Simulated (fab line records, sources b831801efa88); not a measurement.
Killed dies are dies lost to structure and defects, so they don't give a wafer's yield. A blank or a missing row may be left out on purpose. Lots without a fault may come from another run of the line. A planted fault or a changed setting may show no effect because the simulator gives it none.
A sampling plan put to the test | flow sky130 | one fab line, 51 faults that these records tell of, each judged on the records of the lots that it struck
The plan is the line's own looks: the steps of the route at which a gauge or an inspection reads the wafer and doesn't change it. A look can be judged if struck wafers have a number there and the file gives its usual mean and standard deviation on fault-free wafers. Caught: at a look after the fault's first step, the mean of the struck wafers lies 4 or more of those standard deviations (sigma) from the usual mean. On the tool: the same test on the tool's own readings at the fault's steps. Another recipe on the struck wafers, or a record that is blank for them alone, also counts as caught.

THE FAULTS, as the simulator had put them in
1. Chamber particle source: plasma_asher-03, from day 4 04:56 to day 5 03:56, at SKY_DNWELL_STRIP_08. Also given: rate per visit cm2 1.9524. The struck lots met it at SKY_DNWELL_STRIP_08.
2. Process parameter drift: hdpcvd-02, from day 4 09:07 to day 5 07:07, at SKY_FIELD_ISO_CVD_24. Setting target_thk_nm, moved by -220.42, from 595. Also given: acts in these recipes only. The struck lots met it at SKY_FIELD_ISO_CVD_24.
3. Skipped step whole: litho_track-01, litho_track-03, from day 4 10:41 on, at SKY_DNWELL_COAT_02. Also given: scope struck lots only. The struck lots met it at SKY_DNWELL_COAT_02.
4. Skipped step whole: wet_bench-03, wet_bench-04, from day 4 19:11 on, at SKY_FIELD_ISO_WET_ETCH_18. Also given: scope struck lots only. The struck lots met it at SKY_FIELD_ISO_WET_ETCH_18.
5. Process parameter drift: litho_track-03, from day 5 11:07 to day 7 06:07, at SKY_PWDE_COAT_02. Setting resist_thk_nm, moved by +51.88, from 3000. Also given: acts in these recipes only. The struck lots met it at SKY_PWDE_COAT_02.
6. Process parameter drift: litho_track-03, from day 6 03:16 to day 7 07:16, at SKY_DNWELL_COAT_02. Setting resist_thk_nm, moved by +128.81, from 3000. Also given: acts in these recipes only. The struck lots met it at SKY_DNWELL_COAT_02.
7. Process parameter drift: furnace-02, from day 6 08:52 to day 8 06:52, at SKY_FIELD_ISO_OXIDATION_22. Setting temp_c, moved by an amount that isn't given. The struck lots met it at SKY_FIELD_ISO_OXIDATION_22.
8. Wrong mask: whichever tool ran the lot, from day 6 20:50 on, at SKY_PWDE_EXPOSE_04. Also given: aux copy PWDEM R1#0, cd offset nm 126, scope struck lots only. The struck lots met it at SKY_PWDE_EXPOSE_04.
9. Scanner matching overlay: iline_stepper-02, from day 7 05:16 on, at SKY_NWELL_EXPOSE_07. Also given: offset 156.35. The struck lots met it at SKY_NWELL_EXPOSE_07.
10. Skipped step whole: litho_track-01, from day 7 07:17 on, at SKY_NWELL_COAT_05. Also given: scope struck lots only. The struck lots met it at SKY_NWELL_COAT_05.
11. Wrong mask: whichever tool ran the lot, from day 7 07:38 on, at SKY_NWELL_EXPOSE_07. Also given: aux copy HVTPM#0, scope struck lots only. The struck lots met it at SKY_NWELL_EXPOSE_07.
12. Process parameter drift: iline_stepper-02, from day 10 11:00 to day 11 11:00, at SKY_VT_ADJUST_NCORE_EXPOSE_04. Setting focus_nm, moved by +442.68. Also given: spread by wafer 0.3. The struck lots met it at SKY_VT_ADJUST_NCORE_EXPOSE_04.
13. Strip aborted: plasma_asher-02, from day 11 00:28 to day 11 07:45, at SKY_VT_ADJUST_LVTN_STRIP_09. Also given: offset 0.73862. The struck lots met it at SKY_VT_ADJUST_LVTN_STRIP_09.
14. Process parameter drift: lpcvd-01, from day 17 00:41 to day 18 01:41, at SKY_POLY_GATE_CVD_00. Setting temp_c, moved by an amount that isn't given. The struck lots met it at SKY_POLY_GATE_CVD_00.
15. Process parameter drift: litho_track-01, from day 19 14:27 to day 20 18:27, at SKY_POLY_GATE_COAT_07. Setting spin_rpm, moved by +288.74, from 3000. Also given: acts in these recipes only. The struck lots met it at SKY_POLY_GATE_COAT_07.
16. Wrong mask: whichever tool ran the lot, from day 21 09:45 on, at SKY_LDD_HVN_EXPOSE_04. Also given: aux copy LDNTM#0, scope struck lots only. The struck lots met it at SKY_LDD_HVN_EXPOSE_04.
17. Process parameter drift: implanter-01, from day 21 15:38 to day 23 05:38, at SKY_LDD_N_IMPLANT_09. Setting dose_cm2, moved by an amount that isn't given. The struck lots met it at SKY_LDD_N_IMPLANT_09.
18. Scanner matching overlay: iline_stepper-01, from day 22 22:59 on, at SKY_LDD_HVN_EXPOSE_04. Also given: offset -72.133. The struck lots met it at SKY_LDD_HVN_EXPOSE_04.
19. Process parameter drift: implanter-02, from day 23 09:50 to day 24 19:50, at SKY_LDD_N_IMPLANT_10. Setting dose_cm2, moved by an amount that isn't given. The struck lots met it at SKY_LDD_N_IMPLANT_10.
20. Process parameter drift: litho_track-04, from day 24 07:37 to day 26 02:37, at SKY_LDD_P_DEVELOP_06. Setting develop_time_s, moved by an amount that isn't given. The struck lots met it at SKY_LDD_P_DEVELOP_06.
21. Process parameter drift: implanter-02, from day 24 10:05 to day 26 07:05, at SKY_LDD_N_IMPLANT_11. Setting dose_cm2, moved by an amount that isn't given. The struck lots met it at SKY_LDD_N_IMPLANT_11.
22. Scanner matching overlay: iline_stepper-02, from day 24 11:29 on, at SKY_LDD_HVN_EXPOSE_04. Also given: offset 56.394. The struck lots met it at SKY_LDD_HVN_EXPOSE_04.
23. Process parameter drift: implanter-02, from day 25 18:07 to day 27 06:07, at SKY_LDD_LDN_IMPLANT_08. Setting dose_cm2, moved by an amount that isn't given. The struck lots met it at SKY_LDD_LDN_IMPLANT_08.
24. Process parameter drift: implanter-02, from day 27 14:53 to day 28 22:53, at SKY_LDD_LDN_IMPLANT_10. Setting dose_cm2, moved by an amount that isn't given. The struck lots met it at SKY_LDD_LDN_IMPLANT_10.
25. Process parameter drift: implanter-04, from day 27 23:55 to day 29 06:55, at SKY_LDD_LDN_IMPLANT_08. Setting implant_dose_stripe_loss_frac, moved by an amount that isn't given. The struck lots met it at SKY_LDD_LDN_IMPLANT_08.
26. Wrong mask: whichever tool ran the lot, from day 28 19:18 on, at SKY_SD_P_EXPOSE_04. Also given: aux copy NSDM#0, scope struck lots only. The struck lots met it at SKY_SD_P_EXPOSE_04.
27. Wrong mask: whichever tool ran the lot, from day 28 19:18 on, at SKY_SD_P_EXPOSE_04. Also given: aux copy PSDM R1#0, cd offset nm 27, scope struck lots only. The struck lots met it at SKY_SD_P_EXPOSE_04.
28. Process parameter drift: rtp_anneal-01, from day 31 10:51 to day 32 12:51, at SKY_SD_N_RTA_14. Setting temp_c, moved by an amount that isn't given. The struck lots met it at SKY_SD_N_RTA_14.
29. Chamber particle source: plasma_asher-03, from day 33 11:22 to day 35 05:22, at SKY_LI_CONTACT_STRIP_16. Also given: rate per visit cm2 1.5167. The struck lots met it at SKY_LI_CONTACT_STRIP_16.
30. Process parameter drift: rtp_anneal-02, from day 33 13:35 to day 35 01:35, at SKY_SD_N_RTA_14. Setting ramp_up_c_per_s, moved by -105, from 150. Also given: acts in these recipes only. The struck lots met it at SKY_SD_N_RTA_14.
31. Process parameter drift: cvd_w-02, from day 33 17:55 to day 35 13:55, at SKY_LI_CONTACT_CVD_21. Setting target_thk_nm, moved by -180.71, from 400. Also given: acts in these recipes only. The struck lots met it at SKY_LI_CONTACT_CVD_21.
32. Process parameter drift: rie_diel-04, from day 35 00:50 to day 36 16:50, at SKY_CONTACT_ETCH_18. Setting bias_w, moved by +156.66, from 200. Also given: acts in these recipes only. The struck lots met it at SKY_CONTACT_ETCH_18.
33. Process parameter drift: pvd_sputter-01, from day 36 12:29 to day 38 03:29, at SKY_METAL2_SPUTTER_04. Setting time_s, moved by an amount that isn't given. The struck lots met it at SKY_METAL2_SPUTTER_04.
34. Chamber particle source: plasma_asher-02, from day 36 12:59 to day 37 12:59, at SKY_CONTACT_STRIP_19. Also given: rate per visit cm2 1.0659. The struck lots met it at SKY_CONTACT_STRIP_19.
35. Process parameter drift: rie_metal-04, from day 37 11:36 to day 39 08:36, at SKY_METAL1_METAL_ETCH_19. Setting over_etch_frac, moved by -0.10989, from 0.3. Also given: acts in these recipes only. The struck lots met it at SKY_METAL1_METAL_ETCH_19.
36. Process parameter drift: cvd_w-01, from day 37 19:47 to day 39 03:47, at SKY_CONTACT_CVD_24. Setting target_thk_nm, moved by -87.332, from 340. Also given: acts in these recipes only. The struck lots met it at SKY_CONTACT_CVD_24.
37. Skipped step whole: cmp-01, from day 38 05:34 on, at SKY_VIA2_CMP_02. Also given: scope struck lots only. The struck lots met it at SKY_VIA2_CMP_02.
38. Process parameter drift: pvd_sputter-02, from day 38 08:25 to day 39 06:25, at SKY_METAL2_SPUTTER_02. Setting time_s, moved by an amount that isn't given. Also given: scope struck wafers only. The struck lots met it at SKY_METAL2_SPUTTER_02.
39. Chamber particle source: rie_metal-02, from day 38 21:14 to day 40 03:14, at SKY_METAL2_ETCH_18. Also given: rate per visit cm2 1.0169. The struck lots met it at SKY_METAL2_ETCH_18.
40. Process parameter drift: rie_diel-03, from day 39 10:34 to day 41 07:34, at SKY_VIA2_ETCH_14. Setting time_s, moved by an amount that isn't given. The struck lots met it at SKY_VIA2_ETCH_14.
41. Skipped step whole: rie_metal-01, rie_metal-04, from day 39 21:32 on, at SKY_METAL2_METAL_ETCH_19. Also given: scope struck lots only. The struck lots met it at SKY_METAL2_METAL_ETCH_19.
42. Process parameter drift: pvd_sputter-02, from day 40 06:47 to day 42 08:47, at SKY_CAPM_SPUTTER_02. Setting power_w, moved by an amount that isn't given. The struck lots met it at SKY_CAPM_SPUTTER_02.
43. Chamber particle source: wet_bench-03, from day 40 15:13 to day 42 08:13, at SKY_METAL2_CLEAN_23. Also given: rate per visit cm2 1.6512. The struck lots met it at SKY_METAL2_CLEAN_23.
44. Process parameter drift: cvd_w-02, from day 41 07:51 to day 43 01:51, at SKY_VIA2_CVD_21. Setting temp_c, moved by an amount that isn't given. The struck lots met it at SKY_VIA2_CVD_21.
45. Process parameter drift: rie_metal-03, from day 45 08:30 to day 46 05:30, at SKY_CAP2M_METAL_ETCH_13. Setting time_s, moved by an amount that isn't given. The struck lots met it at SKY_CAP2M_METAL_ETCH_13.
46. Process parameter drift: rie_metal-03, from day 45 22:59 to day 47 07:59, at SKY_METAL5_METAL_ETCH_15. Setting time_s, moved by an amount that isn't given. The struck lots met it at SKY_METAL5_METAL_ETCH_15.
47. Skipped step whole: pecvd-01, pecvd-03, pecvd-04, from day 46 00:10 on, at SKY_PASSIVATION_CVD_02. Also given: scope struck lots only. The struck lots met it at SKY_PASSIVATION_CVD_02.
48. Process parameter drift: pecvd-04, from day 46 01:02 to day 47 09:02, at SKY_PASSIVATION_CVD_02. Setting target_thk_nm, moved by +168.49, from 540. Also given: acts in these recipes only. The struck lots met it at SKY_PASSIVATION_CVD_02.
49. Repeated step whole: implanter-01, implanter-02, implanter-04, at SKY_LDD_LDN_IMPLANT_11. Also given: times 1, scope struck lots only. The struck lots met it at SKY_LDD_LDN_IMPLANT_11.
50. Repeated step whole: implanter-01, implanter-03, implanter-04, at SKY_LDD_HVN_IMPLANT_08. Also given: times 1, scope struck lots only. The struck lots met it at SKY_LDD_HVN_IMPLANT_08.
51. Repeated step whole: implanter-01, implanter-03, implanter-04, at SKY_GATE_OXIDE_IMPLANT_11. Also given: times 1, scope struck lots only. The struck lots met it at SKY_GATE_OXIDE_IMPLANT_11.

WHAT THE PLAN SAW
fault | on the tool itself                               | first look that catches it                      | reading, sigma                                           | median hours from its first step to that look | hours from the fault's start to the first struck lot there | judged looks passed uncaught
1     | under 2 sigma                                    | not the one look that can be judged after it    | -                                                        | -                                             | -                                                          | 1
2     | no reading that can be judged                    | SKY_FIELD_ISO_THK_MEAS_25                       | FIELD_ISO_CVD_24_THK -37                                 | 0.1                                           | 2                                                          | 0
3     | the tool's record is blank for the struck wafers | SKY_PWDE_TW_MEAS_10                             | PWDE_TW +99 or beyond                                    | 27.0                                          | 31                                                         | 0
4     | no reading that can be judged                    | no look after it can be judged                  | -                                                        | -                                             | -                                                          | 0
5     | no reading that can be judged                    | none of the 2 looks that can be judged after it | -                                                        | -                                             | -                                                          | 2
6     | under 2 sigma                                    | no look after it can be judged                  | -                                                        | -                                             | -                                                          | 0
7     | tube_center_temp_C +99 or beyond sigma           | SKY_FIELD_ISO_THK_MEAS_23                       | FIELD_ISO_OXIDATION_01_THK +35                           | 1.2                                           | 7                                                          | 0
8     | no reading that can be judged                    | no look after it can be judged                  | -                                                        | -                                             | -                                                          | 0
9     | under 2 sigma                                    | SKY_NWELL_OVL_MEAS_10                           | NWELL_00_OVL +99 or beyond                               | 10.0                                          | 17                                                         | 0
10    | the tool's record is blank for the struck wafers | SKY_NWELL_TW_MEAS_26                            | NWELL_2_TW +99 or beyond                                 | 32.3                                          | 37                                                         | 0
11    | no reading that can be judged                    | SKY_NWELL_TW_MEAS_15                            | NWELL_TW -99 or beyond                                   | 10.1                                          | 15                                                         | 0
12    | under 2 sigma                                    | none of the 2 looks that can be judged after it | strongest: cd_nm at SKY_VT_ADJUST_NCORE_CD_MEAS_07, -3.1 | -                                             | -                                                          | 2
13    | oes_product_au +41 sigma                         | SKY_VT_ADJUST_LVTN_TW_MEAS_21                   | VT_ADJUST_LVTN_2_TW -88                                  | 22.5                                          | 30                                                         | 0
14    | spike_tc_lower_C -11 sigma                       | SKY_POLY_GATE_THK_MEAS_01                       | POLY_GATE_CVD_00_THK -21                                 | 1.2                                           | 5                                                          | 0
15    | spin_speed_rpm +99 or beyond sigma               | none of the 2 looks that can be judged after it | -                                                        | -                                             | -                                                          | 2
16    | no reading that can be judged                    | SKY_LDD_HVN_TW_MEAS_10                          | LDD_HVN_TW -99 or beyond                                 | 15.2                                          | 16                                                         | 0
17    | dose_ions_cm2 -99 or beyond sigma                | SKY_LDD_N_TW_MEAS_17                            | LDD_N_TW -6.6                                            | 1.1                                           | 13                                                         | 0
18    | no reading that can be judged                    | SKY_LDD_HVN_OVL_MEAS_07                         | LDD_HVN_OVL -55                                          | 14.5                                          | 18                                                         | 0
19    | dose_ions_cm2 -99 or beyond sigma                | not the one look that can be judged after it    | -                                                        | -                                             | -                                                          | 1
20    | no reading that can be judged                    | not the one look that can be judged after it    | strongest: cd_nm at SKY_LDD_P_CD_MEAS_07, +3.9           | -                                             | -                                                          | 1
21    | dose_ions_cm2 +99 or beyond sigma                | not the one look that can be judged after it    | strongest: LDD_N_TW at SKY_LDD_N_TW_MEAS_17, +3.9        | -                                             | -                                                          | 1
22    | under 2 sigma                                    | SKY_LDD_HVN_OVL_MEAS_07                         | LDD_HVN_OVL +43                                          | 14.6                                          | 20                                                         | 0
23    | dose_ions_cm2 -99 or beyond sigma                | SKY_LDD_LDN_TW_MEAS_13                          | LDD_LDN_TW -8.0                                          | 0.7                                           | 5                                                          | 0
24    | dose_ions_cm2 -99 or beyond sigma                | SKY_LDD_LDN_TW_MEAS_13                          | LDD_LDN_TW -4.2                                          | 0.4                                           | 7                                                          | 0
25    | under 2 sigma                                    | none of the 4 looks that can be judged after it | -                                                        | -                                             | -                                                          | 4
26    | under 2 sigma                                    | SKY_SD_P_TW_MEAS_11                             | SD_P_TW -99 or beyond                                    | 13.8                                          | 20                                                         | 0
27    | no reading that can be judged                    | SKY_SD_P_CD_MEAS_07                             | cd_nm +15                                                | 13.4                                          | 20                                                         | 0
28    | wafer_temp_C_max +21 sigma                       | SKY_SD_N_RS_MEAS_16                             | SD_N_RS -49                                              | 0.2                                           | 12                                                         | 0
29    | under 2 sigma                                    | none of the 2 looks that can be judged after it | -                                                        | -                                             | -                                                          | 2
30    | ramp_up_c_per_s -99 or beyond sigma              | no look after it can be judged                  | -                                                        | -                                             | -                                                          | 0
31    | under 2 sigma                                    | SKY_LI_CONTACT_RS_MEAS_22                       | LI_CONTACT_W_RS +55                                      | 0.1                                           | 2                                                          | 0
32    | bias_w +99 or beyond sigma                       | none of the 2 looks that can be judged after it | -                                                        | -                                             | -                                                          | 2
33    | under 2 sigma                                    | none of the 4 looks that can be judged after it | -                                                        | -                                             | -                                                          | 4
34    | under 2 sigma                                    | none of the 2 looks that can be judged after it | -                                                        | -                                             | -                                                          | 2
35    | oes_product_au +6.5 sigma                        | no look after it can be judged                  | -                                                        | -                                             | -                                                          | 0
36    | under 2 sigma                                    | SKY_CONTACT_RS_MEAS_25                          | CONTACT_W_RS +17                                         | 0.1                                           | 1                                                          | 0
37    | the tool's record is blank for the struck wafers | not the one look that can be judged after it    | strongest: VIA2_BOW at SKY_VIA2_BOW_MEAS_03, +3.8        | -                                             | -                                                          | 1
38    | under 2 sigma                                    | SKY_METAL2_RS_MEAS_05                           | METAL2_ALCU_RS -16                                       | 0.1                                           | 11                                                         | 0
39    | under 2 sigma                                    | no look after it can be judged                  | -                                                        | -                                             | -                                                          | 0
40    | run_length_s +23 sigma                           | no look after it can be judged                  | -                                                        | -                                             | -                                                          | 0
41    | the tool's record is blank for the struck wafers | no look after it can be judged                  | -                                                        | -                                             | -                                                          | 0
42    | cathode_dc_power_W -99 or beyond sigma           | SKY_CAPM_RS_MEAS_03                             | CAPM_TIN_RS +4.2                                         | 0.1                                           | 8                                                          | 0
43    | no reading that can be judged                    | not the one look that can be judged after it    | -                                                        | -                                             | -                                                          | 1
44    | susceptor_temp_C +13 sigma                       | none of the 2 looks that can be judged after it | strongest: VIA2_W_RS at SKY_VIA2_RS_MEAS_22, -2.9        | -                                             | -                                                          | 2
45    | run_length_s +17 sigma                           | no look after it can be judged                  | -                                                        | -                                             | -                                                          | 0
46    | run_length_s +26 sigma                           | no look after it can be judged                  | -                                                        | -                                             | -                                                          | 0
47    | the tool's record is blank for the struck wafers | no look after it can be judged                  | -                                                        | -                                             | -                                                          | 0
48    | under 2 sigma                                    | SKY_PASSIVATION_THK_MEAS_03                     | PASSIVATION_CVD_02_THK +25                               | 0.2                                           | 3                                                          | 0
49    | no reading that can be judged                    | SKY_LDD_LDN_TW_MEAS_13                          | LDD_LDN_TW +8.0                                          | 0.7                                           | -                                                          | 0
50    | no reading that can be judged                    | SKY_LDD_HVN_TW_MEAS_10                          | LDD_HVN_TW +28                                           | 0.5                                           | -                                                          | 0
51    | no reading that can be judged                    | SKY_GATE_OXIDE_TW_MEAS_14                       | GATE_OXIDE_TW +21                                        | 0.6                                           | -                                                          | 0
A dash: the fault isn't caught, or these records don't give the number.

Caught at a look: 25 of 51. Caught on the tool: 23 of 51. By one or the other: 38 of 51.
Caught on the tool alone: faults 15, 19, 21, 30, 32, 35, 37, 40, 41, 44, 45, 46, 47.
Caught at a look alone: faults 2, 9, 11, 16, 18, 22, 26, 27, 31, 36, 38, 48, 49, 50, 51.
Caught by neither: faults 1, 4, 5, 6, 8, 12, 20, 25, 29, 33, 34, 39, 43.

THINNER SAMPLING
If the look that catches a fault measured only every second or every third lot, by lot number, the first struck lot would be measured this late in the worst case:
fault | struck lots at that look, in order of time | every lot | every second lot | every third lot
2     | L801, L802, L804                           | 2 h       | 10 h             | may miss all 3
3     | L808, L809                                 | 31 h      | 31 h             | may miss all 2
7     | L357, L358                                 | 7 h       | 13 h             | may miss all 2
9     | L690, L691, L693                           | 17 h      | 19 h             | may miss all 3
10    | L607, L608, L609                           | 37 h      | 39 h             | 44 h
11    | L715                                       | 15 h      | may miss it      | may miss it
13    | L247                                       | 30 h      | may miss it      | may miss it
14    | L614, L615, L616                           | 5 h       | 15 h             | 25 h
16    | L696                                       | 16 h      | may miss it      | may miss it
17    | L626, L628                                 | 13 h      | may miss all 2   | may miss all 2
18    | L596, L597                                 | 18 h      | 31 h             | may miss all 2
22    | L931, L932, L934                           | 20 h      | 23 h             | may miss all 3
23    | L744, L745                                 | 5 h       | 6 h              | may miss all 2
24    | L106, L108                                 | 7 h       | may miss all 2   | may miss all 2
26    | L451                                       | 20 h      | may miss it      | may miss it
27    | L647                                       | 20 h      | may miss it      | may miss it
28    | L658, L660                                 | 12 h      | may miss all 2   | may miss all 2
31    | L535, L538                                 | 2 h       | 25 h             | may miss all 2
36    | L231, L233                                 | 1 h       | may miss all 2   | may miss all 2
38    | L656                                       | 11 h      | may miss it      | may miss it
42    | L660, L662                                 | 8 h       | may miss all 2   | may miss all 2
48    | L215, L218, L219                           | 3 h       | 23 h             | may miss all 3
Hours are from the fault's start to the first struck lot that is measured. The limit of 4 sigma was tested on all struck wafers together, so one lot alone may lie under it. Other struck lots may not be in these records.

THE LONGEST TIMED WAY FROM STEP TO LOOK
Fault 10: a median of 32.3 hours passes between SKY_NWELL_COAT_05 and SKY_NWELL_TW_MEAS_26. No look between them can be judged.
